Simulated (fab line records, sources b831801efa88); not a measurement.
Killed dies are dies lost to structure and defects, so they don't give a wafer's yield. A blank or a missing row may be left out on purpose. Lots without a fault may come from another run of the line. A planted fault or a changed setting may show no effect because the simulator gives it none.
fab line records | flow sky130
record lots=5 wafers=15 last_day=49
route steps=708 shown NWELL@77 PWDE@84 VT_ADJUST_HVTP@85 VT_ADJUST_LVTN@97
lots that met no fault: from a run of the same line without faults
start_h: hours from the record's first day to the start of the lot's first wafer shown | wait_h: hours since the lot's step before | " the same as in the row above | L1.1+2: a row that stands for several wafers | - no value, or no start given | * or withheld: withheld | < > ~ a bound
route shown NAME@n: a module of which the file shows steps, and the number in the route of the first | usual: mean/standard deviation of fault-free wafers | same: alike in all rows | chamber/n: place in a boat | sites: the reading at each site | _std_site: their standard deviation | _edge_site: outer sites' mean less inner sites' | radius_mm: how far each site lies from the wafer's centre | mask NAME#n: copy n | behind: the tool/chamber that last shaped the wafer | hold: why the lot was held/for how many hours/how that ended | device: the transistor (n, p or np) that didn't switch | end of line: the same wafers' tests at the end of the route | a step without rows: its recipe alone | killed: dies lost to structure and defects at the first sort, not the wafer's yield | map: a wafer's dies, x killed, . not, _ none there
set.NAME: the setting as run; set.NAME@STEP: as run at that earlier step | model.NAME: the simulator's own value behind a step, which no gauge read
lots at some steps of the route; a table a step, a row a wafer
services: from which hour (start_h, from the record's first day; less than 0 if before it) a tool's chamber was out of use, for how many hours, and why
## steps
# step SKY_NWELL_IMPLANT_24
# recipe species=B energy_kev=140 dose_cm2=9.2e+12 tilt_deg=withheld
# step SKY_NWELL_STRIP_25
# recipe chemistry=O2/N2 power_w=1400 pressure_mtorr=1500 platen_temp_c=withheld o2_flow_sccm=3000 n2_flow_sccm=300 overash_fraction=0.5
# usual drypump_motor_current_A=5.4/0.38 oes_product_au=0.722/0.0047 strip_time_to_endpoint_s=36.97/0.096
# columns lot.wafer tool chamber start_h wait_h drypump_motor_current_A oes_product_au rf_hours_counter_h strip_time_to_endpoint_s
L332.2 plasma_asher-01 1 127.74 0.1 5.6 0.722 1 37.12
L332.3 " 1 " " 5.6 0.728 - 37.10
L332.4 " 0 " " 5.7 0.721 - 37.03
L335.1 plasma_asher-03 0 149.94 0.1 4.9 0.719 48 37.01
L335.3 " 1 " " 5.7 0.725 - 36.96
L335.4 " 0 " " 4.9 0.713 - 37.01
L340.2 plasma_asher-03 1 175.07 0.1 5.6 0.723 50 36.91
L340.3 " 1 " " 5.7 0.713 - 36.84
L340.4 " 0 " " 4.9 0.723 - 36.91
L341.1 plasma_asher-02 0 180.97 0.1 5.9 0.730 49 37.04
L341.3 " 0 " " 5.9 0.725 - 36.99
L341.6 " 1 " " 5.0 0.713 - 36.99
L346.2 plasma_asher-02 1 216.24 0.1 5.0 0.718 53 37.00
L346.3 " 0 " " 5.9 0.723 - 37.11
L346.6 " 1 " " 5.0 0.723 - 36.98
# step SKY_NWELL_TW_MEAS_26
# usual NWELL_2_TW=499.8/2.7
# columns lot.wafer tool chamber start_h wait_h NWELL_2_TW
L332.2 film_metro-04 - 127.85 0.1 500.9
L332.3 " - " " 501.2
L332.4 " - " " 500.3
L335.1 film_metro-01 - 150.04 0.1 501.3
L335.3 " - " " 503.8
L335.4 " - " " 502.6
L340.2 film_metro-01 - 175.18 0.1 501.5
L340.3 " - " " 499.0
L340.4 " - " " 498.2
L341.1 film_metro-01 - 181.07 0.1 498.8
L341.3 " - " " 496.0
L341.6 " - " " 497.1
L346.2 film_metro-04 - 216.35 0.1 504.0
L346.3 " - " " 499.3
L346.6 " - " " 500.0
# step SKY_NWELL_CLEAN_27
# recipe chemistry=SC1/SC2 mix=1:4:20 temp_c=70 time_s=150 dry=n2_spin
# step SKY_NWELL_RTA_28
# recipe temp_c=1050 time_s=30 idle_temp_c=650 ramp_up_c_per_s=150 ramp_down_c_per_s=90 ambient=N2
# usual lamp_power_pct=25.31/0.052 wafer_temp_C_max=1054.8/0.94
# columns lot.wafer tool chamber start_h wait_h lamp_power_pct wafer_temp_C_max
L332.2 rtp_anneal-01 0 127.97 0.0 25.29 1053.6
L332.3 " 0 " " 25.32 1053.5
L332.4 " 0 " " 25.34 1054.5
L335.1 rtp_anneal-02 0 150.15 0.0 25.28 1055.2
L335.3 " 0 " " 25.20 1055.8
L335.4 " 0 " " 25.25 1056.5
L340.2 rtp_anneal-02 0 175.30 0.0 25.25 1053.7
L340.3 " 0 " " 25.25 1053.5
L340.4 " 0 " " 25.30 1053.9
L341.1 rtp_anneal-01 0 181.18 0.0 25.27 1053.7
L341.3 " 0 " " 25.34 1055.0
L341.6 " 0 " " 25.30 1055.2
L346.2 rtp_anneal-02 0 216.48 0.0 25.33 1054.9
L346.3 " 0 " " 25.27 1055.9
L346.6 " 0 " " 25.26 1055.6
# step SKY_NWELL_RS_MEAS_29
# recipe thk_meas_gauge=four-point-probe
# usual NWELL_RS=625.5/1.7
# columns lot.wafer tool chamber start_h wait_h NWELL_RS[ohm/sq]
L332.2 film_metro-01 - 128.07 0.1 627.2
L332.3 " - " " 627.4
L332.4 " - " " 624.8
L335.1 film_metro-04 - 150.25 0.1 623.0
L335.3 " - " " 622.2
L335.4 " - " " 622.1
L340.2 film_metro-04 - 175.40 0.1 622.5
L340.3 " - " " 624.3
L340.4 " - " " 622.6
L341.1 film_metro-02 - 181.28 0.1 628.7
L341.3 " - " " 625.1
L341.6 " - " " 627.3
L346.2 film_metro-04 - 216.58 0.1 627.1
L346.3 " - " " 626.1
L346.6 " - " " 626.6
# step SKY_NWELL_RS_MEAS_31
# recipe thk_meas_gauge=four-point-probe
# usual PWDE_RS=5275/22
# columns lot.wafer tool chamber start_h wait_h PWDE_RS[ohm/sq]
L332.2 film_metro-01 - 128.31 0.1 5277
L332.3 " - " " 5276
L332.4 " - " " 5280
L335.1 film_metro-04 - 150.49 0.1 5252
L335.3 " - " " 5241
L335.4 " - " " 5222
L340.2 film_metro-04 - 175.64 0.1 5249
L340.3 " - " " 5269
L340.4 " - " " 5273
L341.1 film_metro-02 - 181.52 0.1 5305
L341.3 " - " " 5296
L341.6 " - " " 5301
L346.2 film_metro-04 - 216.82 0.1 5285
L346.3 " - " " 5280
L346.6 " - " " 5282
# step SKY_VT_ADJUST_HVTP_DEHYDRATE_00
# recipe temp_c=200 time_s=60
# step SKY_VT_ADJUST_HVTP_HMDS_01
# recipe prime_time_s=60 prime_temp_c=120
# step SKY_VT_ADJUST_HVTP_COAT_02
# recipe resist=NOVOLAK spin_rpm=3000 resist_thk_nm=1140
# step SKY_VT_ADJUST_HVTP_SOFTBAKE_03
# recipe temp_c=90 time_s=60 resist=NOVOLAK
# step SKY_VT_ADJUST_HVTP_EXPOSE_04
# recipe mask_id=HVTPM na=0.6 source_shape=conventional sigma_outer=0.6 polarization=unpolarized target_cd_nm=380 dose_mj=140
# same na=0.6
# columns lot.wafer tool chamber start_h wait_h mask
L332.2+3+4 iline_stepper-02 0 137.20 - HVN_STD_DERIVED#0
L335.1+3+4 iline_stepper-02 0 161.01 - HVTPM#0
L340.2+3+4 iline_stepper-01 0 186.86 - HVTPM#0
L341.1+3+6 iline_stepper-01 0 192.17 - HVTPM#0
L346.2+3+6 iline_stepper-02 0 227.88 - HVTPM#0
# step SKY_VT_ADJUST_HVTP_PEB_05
# recipe temp_c=withheld time_s=* resist=NOVOLAK
# step SKY_VT_ADJUST_HVTP_DEVELOP_06
# recipe resist=NOVOLAK developer=TMAH develop_time_s=60 dev_temp_c=23
# step SKY_VT_ADJUST_HVTP_CD_MEAS_07
# recipe target_cd_nm=380
# usual cd_nm=380.8/2.2
# columns lot.wafer tool chamber start_h wait_h cd_nm
L332.2 cd_sem-02 - 146.68 0.1 -
L332.3 " - " " -
L332.4 " - " " -
L335.1 cd_sem-02 - 170.46 0.1 382.6
L335.3 " - " " 382.4
L335.4 " - " " 378.7
L340.2 cd_sem-01 - 197.23 0.1 380.7
L340.3 " - " " 379.4
L340.4 " - " " 380.7
L341.1 cd_sem-02 - 203.06 0.1 383.2
L341.3 " - " " 382.9
L341.6 " - " " 382.7
L346.2 cd_sem-02 - 239.78 0.1 381.7
L346.3 " - " " 381.8
L346.6 " - " " 379.6
# step SKY_VT_ADJUST_HVTP_OVL_MEAS_08
# usual VT_ADJUST_HVTP_OVL=-0.4/1.7
# columns lot.wafer tool chamber start_h wait_h VT_ADJUST_HVTP_OVL[nm]
L332.2 overlay-01 - 146.79 0.1 -
L332.3 " - " " -
L332.4 " - " " -
L335.1 overlay-01 - 170.58 0.1 0.8
L335.3 " - " " 1.9
L335.4 " - " " 2.3
L340.2 overlay-02 - 197.33 0.1 0.2
L340.3 " - " " -1.8
L340.4 " - " " -1.6
L341.1 overlay-01 - 203.18 0.1 1.5
L341.3 " - " " -0.8
L341.6 " - " " -0.3
L346.2 overlay-01 - 239.89 0.1 -1.0
L346.3 " - " " -0.4
L346.6 " - " " -2.2
# step SKY_VT_ADJUST_HVTP_IMPLANT_09
# recipe species=As energy_kev=150 dose_cm2=4.3e+12 tilt_deg=withheld
# step SKY_VT_ADJUST_HVTP_STRIP_10
# recipe chemistry=O2/N2 power_w=1400 pressure_mtorr=1500 platen_temp_c=withheld o2_flow_sccm=3000 n2_flow_sccm=300 overash_fraction=0.5
# usual drypump_motor_current_A=5.5/0.46 oes_product_au=0.716/0.0045 strip_time_to_endpoint_s=14.18/0.034
# columns lot.wafer tool chamber start_h wait_h drypump_motor_current_A oes_product_au rf_hours_counter_h strip_time_to_endpoint_s
L332.2 plasma_asher-01 0 146.97 0.1 5.7 0.712 3 14.13
L332.3 " 1 " " 5.6 0.724 - 14.19
L332.4 " 0 " " 5.7 0.717 - 14.19
L335.1 plasma_asher-04 0 170.76 0.1 6.2 0.716 36 14.17
L335.3 " 1 " " 4.8 0.726 - 14.17
L335.4 " 0 " " 6.2 0.723 - 14.18
L340.2 plasma_asher-04 1 197.51 0.1 4.8 0.714 39 14.19
L340.3 " 0 " " 6.2 0.715 - 14.19
L340.4 " 1 " " 4.8 0.717 - 14.19
L341.1 plasma_asher-01 0 203.36 0.1 5.7 0.713 8 14.16
L341.3 " 0 " " 5.7 0.711 - 14.22
L341.6 " 0 " " 5.7 0.722 - 14.19
L346.2 plasma_asher-01 1 240.07 0.1 5.6 0.717 12 14.14
L346.3 " 1 " " 5.6 0.715 - 14.16
L346.6 " 1 " " 5.6 0.721 - 14.21
# step SKY_VT_ADJUST_HVTP_TW_MEAS_11
# usual VT_ADJUST_HVTP_TW=1359/12
# columns lot.wafer tool chamber start_h wait_h VT_ADJUST_HVTP_TW
L332.2 film_metro-02 - 147.08 0.1 30
L332.3 " - " " 30
L332.4 " - " " 30
L335.1 film_metro-02 - 170.86 0.1 1367
L335.3 " - " " 1367
L335.4 " - " " 1365
L340.2 film_metro-01 - 197.62 0.1 1361
L340.3 " - " " 1360
L340.4 " - " " 1362
L341.1 film_metro-01 - 203.46 0.1 1356
L341.3 " - " " 1359
L341.6 " - " " 1365
L346.2 film_metro-03 - 240.18 0.1 1339
L346.3 " - " " 1339
L346.6 " - " " 1337
# step SKY_VT_ADJUST_LVTN_DEHYDRATE_00
# recipe temp_c=200 time_s=60
# step SKY_VT_ADJUST_LVTN_HMDS_01
# recipe prime_time_s=60 prime_temp_c=120
# step SKY_VT_ADJUST_LVTN_COAT_02
# recipe spin_rpm=2000 resist_thk_nm=3000
# step SKY_VT_ADJUST_LVTN_SOFTBAKE_03
# recipe temp_c=110 time_s=withheld
# step SKY_VT_ADJUST_LVTN_EXPOSE_04
# recipe mask_id=NWM_COMPLEMENT_LESS_NATIVE na=0.6 source_shape=conventional sigma_outer=0.6 polarization=unpolarized target_cd_nm=840 dose_mj=194
# step SKY_VT_ADJUST_LVTN_PEB_05
# recipe temp_c=115 time_s=withheld
# step SKY_VT_ADJUST_LVTN_DEVELOP_06
# recipe wall_angle_deg=90 developer=TMAH develop_time_s=60 dev_temp_c=23
# step SKY_VT_ADJUST_LVTN_OVL_MEAS_07
# usual VT_ADJUST_LVTN_OVL=1.1/1.3
# columns lot.wafer tool chamber start_h wait_h VT_ADJUST_LVTN_OVL[nm]
L332.2 overlay-02 - 166.69 - 2.1
L332.3 " - " " 0.8
L332.4 " - " " 1.5
L335.1 overlay-01 - 191.41 - -0.7
L335.3 " - " " 1.9
L335.4 " - " " 0.8
L340.2 overlay-01 - 219.59 - 0.2
L340.3 " - " " -0.5
L340.4 " - " " 0.6
L341.1 overlay-02 - 225.71 - 0.5
L341.3 " - " " -0.3
L341.6 " - " " 1.2
L346.2 overlay-01 - 264.52 - 0.0
L346.3 " - " " 1.2
L346.6 " - " " 1.7
# step SKY_VT_ADJUST_LVTN_IMPLANT_08
# recipe species=B energy_kev=30 dose_cm2=1.57e+12 tilt_deg=withheld
# step SKY_VT_ADJUST_LVTN_STRIP_09
# recipe chemistry=O2/N2 power_w=1400 pressure_mtorr=1500 platen_temp_c=withheld o2_flow_sccm=3000 n2_flow_sccm=300 overash_fraction=0.5
# usual drypump_motor_current_A=5.4/0.53 oes_product_au=0.723/0.0047 strip_time_to_endpoint_s=36.90/0.11
# columns lot.wafer tool chamber start_h wait_h drypump_motor_current_A oes_product_au rf_hours_counter_h strip_time_to_endpoint_s
L332.2 plasma_asher-04 1 166.87 0.1 4.8 0.719 36 36.88
L332.3 " 0 " " 6.3 0.722 - 36.91
L332.4 " 1 " " 4.8 0.729 - 36.94
L335.1 plasma_asher-03 0 191.60 0.1 4.9 0.722 52 36.69
L335.3 " 1 " " 5.7 0.717 - 36.68
L335.4 " 0 " " 4.9 0.731 - 36.70
L340.2 plasma_asher-03 1 219.77 0.1 5.7 0.722 54 36.79
L340.3 " 0 " " 4.9 0.718 - 36.86
L340.4 " 1 " " 5.7 0.722 - 36.80
L341.1 plasma_asher-03 0 225.90 0.1 4.9 0.730 55 36.89
L341.3 " 1 " " 5.7 0.732 - 37.00
L341.6 " 0 " " 4.9 0.726 - 36.74
L346.2 plasma_asher-04 1 264.70 0.1 4.8 0.726 45 36.92
L346.3 " 1 " " 4.8 0.723 - 36.91
L346.6 " 0 " " 6.2 0.719 - 37.04
# step SKY_VT_ADJUST_LVTN_TW_MEAS_10
# usual VT_ADJUST_LVTN_TW=241.9/2.3
# columns lot.wafer tool chamber start_h wait_h VT_ADJUST_LVTN_TW
L332.2 film_metro-01 - 166.98 0.1 244.6
L332.3 " - " " 244.0
L332.4 " - " " 244.2
L335.1 film_metro-01 - 191.70 0.1 242.3
L335.3 " - " " 243.2
L335.4 " - " " 244.6
L340.2 film_metro-04 - 219.88 0.1 244.4
L340.3 " - " " 243.9
L340.4 " - " " 243.8
L341.1 film_metro-04 - 226.00 0.1 243.6
L341.3 " - " " 243.9
L341.6 " - " " 242.2
L346.2 film_metro-04 - 264.81 0.1 244.0
L346.3 " - " " 243.1
L346.6 " - " " 244.5
# step SKY_VT_ADJUST_LVTN_DEHYDRATE_11
# recipe temp_c=200 time_s=60
# step SKY_VT_ADJUST_LVTN_HMDS_12
# recipe prime_time_s=60 prime_temp_c=120
# step SKY_VT_ADJUST_LVTN_COAT_13
# recipe resist=NOVOLAK spin_rpm=3000 resist_thk_nm=1140
# step SKY_VT_ADJUST_LVTN_SOFTBAKE_14
# recipe temp_c=90 time_s=60 resist=NOVOLAK
# step SKY_VT_ADJUST_LVTN_EXPOSE_15
# recipe mask_id=HVN_STD_DERIVED na=0.6 source_shape=conventional sigma_outer=0.6 polarization=unpolarized target_cd_nm=600 dose_mj=163
# step SKY_VT_ADJUST_LVTN_PEB_16
# recipe temp_c=withheld time_s=* resist=NOVOLAK
# step SKY_VT_ADJUST_LVTN_DEVELOP_17
# recipe resist=NOVOLAK developer=TMAH develop_time_s=60 dev_temp_c=23
# step SKY_VT_ADJUST_LVTN_OVL_MEAS_18
# usual VT_ADJUST_LVTN_01_OVL=0.6/1.5
# columns lot.wafer tool chamber start_h wait_h VT_ADJUST_LVTN_01_OVL[nm]
L332.2 overlay-01 - 187.18 0.1 1.3
L332.3 " - " " 1.0
L332.4 " - " " 0.0
L335.1 overlay-01 - 213.01 0.1 0.7
L335.3 " - " " 2.5
L335.4 " - " " 2.8
L340.2 overlay-01 - 242.99 0.1 -1.2
L340.3 " - " " -1.5
L340.4 " - " " -0.7
L341.1 overlay-01 - 249.43 0.1 0.7
L341.3 " - " " 0.3
L341.6 " - " " 2.4
L346.2 overlay-01 - 289.49 0.1 -1.4
L346.3 " - " " -0.5
L346.6 " - " " 0.5
# step SKY_VT_ADJUST_LVTN_IMPLANT_19
# recipe species=B energy_kev=30 dose_cm2=6.5e+11 tilt_deg=withheld
# step SKY_VT_ADJUST_LVTN_STRIP_20
# recipe chemistry=O2/N2 power_w=1400 pressure_mtorr=1500 platen_temp_c=withheld o2_flow_sccm=3000 n2_flow_sccm=300 overash_fraction=0.5
# usual drypump_motor_current_A=5.4/0.54 oes_product_au=0.715/0.0044 strip_time_to_endpoint_s=14.17/0.04
# columns lot.wafer tool chamber start_h wait_h drypump_motor_current_A oes_product_au rf_hours_counter_h strip_time_to_endpoint_s
L332.2 plasma_asher-02 1 187.36 0.1 5.0 0.721 50 14.23
L332.3 " 0 " " 5.9 0.713 - 14.24
L332.4 " 1 " " 5.0 0.720 - 14.18
L335.1 plasma_asher-04 0 213.20 0.1 6.2 0.721 40 14.16
L335.3 " 1 " " 4.8 0.714 - 14.17
L335.4 " 0 " " 6.2 0.715 - 14.17
L340.2 plasma_asher-02 0 243.17 0.1 5.9 0.714 55 14.16
L340.3 " 1 " " 5.0 0.707 - 14.13
L340.4 " 0 " " 5.9 0.711 - 14.16
L341.1 plasma_asher-03 0 249.62 0.1 4.9 0.723 57 14.20
L341.3 " 0 " " 4.9 0.719 - 14.17
L341.6 " 0 " " 4.9 0.718 - 14.15
L346.2 plasma_asher-02 1 289.67 0.1 5.0 0.709 60 14.15
L346.3 " 1 " " 5.0 0.719 - 14.17
L346.6 " 1 " " 5.0 0.717 - 14.20
# step SKY_VT_ADJUST_LVTN_TW_MEAS_21
# usual VT_ADJUST_LVTN_2_TW=188.8/1.5
# columns lot.wafer tool chamber start_h wait_h VT_ADJUST_LVTN_2_TW
L332.2 film_metro-01 - 187.49 0.1 1368.5
L332.3 " - " " 1365.9
L332.4 " - " " 1365.7
L335.1 film_metro-01 - 213.30 0.1 188.7
L335.3 " - " " 189.6
L335.4 " - " " 189.8
L340.2 film_metro-04 - 243.28 0.1 190.0
L340.3 " - " " 188.7
L340.4 " - " " 188.7
L341.1 film_metro-03 - 249.72 0.1 185.8
L341.3 " - " " 185.3
L341.6 " - " " 184.5
L346.2 film_metro-03 - 289.78 0.1 187.9
L346.3 " - " " 187.3
L346.6 " - " " 187.3
## services
# columns tool chamber start_h hours kind
plasma_asher-01 - 108.75 9.0 pm
plasma_asher-01 0 108.75 9.0 vent_cycle
plasma_asher-01 1 108.75 9.0 vent_cycle
plasma_asher-01 0 117.75 - clean
plasma_asher-01 1 117.75 - clean
iline_stepper-01 - 134.51 1.7 pm
iline_stepper-02 - 153.25 4.4 pm
iline_stepper-02 - 157.69 1.7 pm
iline_stepper-02 - 188.95 4.3 pm
plasma_asher-03 - 217.29 0.4 repair
plasma_asher-03 - 221.42 2.7 pm
plasma_asher-04 - 229.96 6.4 pm
rtp_anneal-02 - 233.59 7.5 pm
plasma_asher-01 - 237.25 0.3 repair
plasma_asher-04 - 242.20 0.6 repair
plasma_asher-03 - 257.56 10.5 pm
plasma_asher-04 - 276.21 4.3 pm
## key
first_sign step=SKY_VT_ADJUST_HVTP_EXPOSE_04 reading=mask direction=changed
effect step=SKY_VT_ADJUST_HVTP_CD_MEAS_07 reading=cd_nm direction=missing
effect step=SKY_VT_ADJUST_HVTP_OVL_MEAS_08 reading=VT_ADJUST_HVTP_OVL direction=missing
effect step=SKY_VT_ADJUST_HVTP_TW_MEAS_11 reading=VT_ADJUST_HVTP_TW direction=down sigmas=99+ usual=1359 struck=30
effect step=SKY_VT_ADJUST_LVTN_TW_MEAS_21 reading=VT_ADJUST_LVTN_2_TW direction=up sigmas=99+ usual=188.8 struck=1366.7
met_at SKY_VT_ADJUST_HVTP_EXPOSE_04
struck_wafers L332.2,L332.3,L332.4
sort_left_out L332.2,L332.3,L332.4
tester_left_out L332
fault kind=wrong_mask tool=any chamber=- onset_h=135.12 steps=SKY_VT_ADJUST_HVTP_EXPOSE_04 aux_copy=HVN_STD_DERIVED#0 scope=struck_lots_only
# tester_left_out: of these lots the tester's yield and bins aren't shown, on N5 and GAA mostly nor the transistor test; their killed dies are dies lost to structure and defects alone, not to doping, threshold or leakage, so they don't give the yield
# sort_left_out: the simulated sort isn't trusted on such a fault, so these wafers' sort isn't shown, and their yield isn't known
